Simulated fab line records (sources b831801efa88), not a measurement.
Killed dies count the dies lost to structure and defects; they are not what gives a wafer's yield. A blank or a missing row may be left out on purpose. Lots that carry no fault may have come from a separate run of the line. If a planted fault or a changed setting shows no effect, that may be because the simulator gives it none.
Chamber matching | flow gf180mcu | GF_V5_CMP_26 on cmp-01: 4 sister chambers
The step polishes, stops on SiO2, t overpolish 15 s, target thk 0 nm. 8 wafers are shown with their chamber, then 12 later ones without.

WAFERS PAIRED WITH THEIR CHAMBERS
wafer  | chamber | motor_current_A (A) | time_to_endpoint_s (s)
L082.2 | 2       | 12.3                | 88
L086.1 | 2       | 12.5                | 85
L088.5 | 3       | 10.6                | 80
L089.1 | 1       | 12.0                | 80
L089.2 | 3       | 11.6                | 80
L091.2 | 1       | 12.3                | 82
L091.3 | 0       | 11.9                | 84
L091.6 | 0       | 11.9                | 83

WAFERS MISSING THEIR CHAMBER
wafer  | motor_current_A (A) | time_to_endpoint_s (s)
L092.2 | 12.4                | 82
L092.5 | 11.0                | 74
L092.6 | 11.8                | 82
L093.1 | 11.4                | 85
L093.4 | 12.1                | 84
L093.5 | 12.0                | 84
L094.1 | 11.6                | 78
L094.2 | 12.5                | 83
L094.6 | 12.6                | 87
L097.1 | 10.9                | 80
L097.3 | 11.6                | 86
L097.6 | 12.8                | 84

WHICH CHAMBER EACH ONE RAN IN
wafer  | from the rows above          | in truth
L092.2 | can't be placed: 1 or 0      | 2
L092.5 | can't be placed: 3 or 1      | 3
L092.6 | can't be placed: 0 or 1 or 3 | 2
L093.1 | can't be placed: 0 or 2 or 1 | 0
L093.4 | can't be placed: 0 or 2 or 1 | 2
L093.5 | can't be placed: 0 or 2 or 1 | 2
L094.1 | can't be placed: 3 or 1      | 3
L094.2 | can't be placed: 0 or 1 or 2 | 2
L094.6 | 2                            | 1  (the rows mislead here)
L097.1 | 3                            | 3
L097.3 | can't be placed: 0 or 2      | 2
L097.6 | can't be placed: 2 or 0 or 1 | 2
Correctly placed: 1 of 12. Cannot be placed on the basis of these rows: 10; the candidates contain the true chamber in 8. 1 placed wrongly.
How it was worked out, from the rows above alone: a wafer's distance from a chamber is the root of the sum, over the readings, of the square of ((its reading less the chamber's mean) divided by the reading's scatter). The wafer belongs to the nearest chamber; if the next one is less than 2 further off, it can't be placed. For every chamber, the mean is computed from those of its wafers that are shown. The scatter: the root of (the sum of the squares of (reading less its chamber's mean) over the shown wafers, divided by (wafers less chambers)).
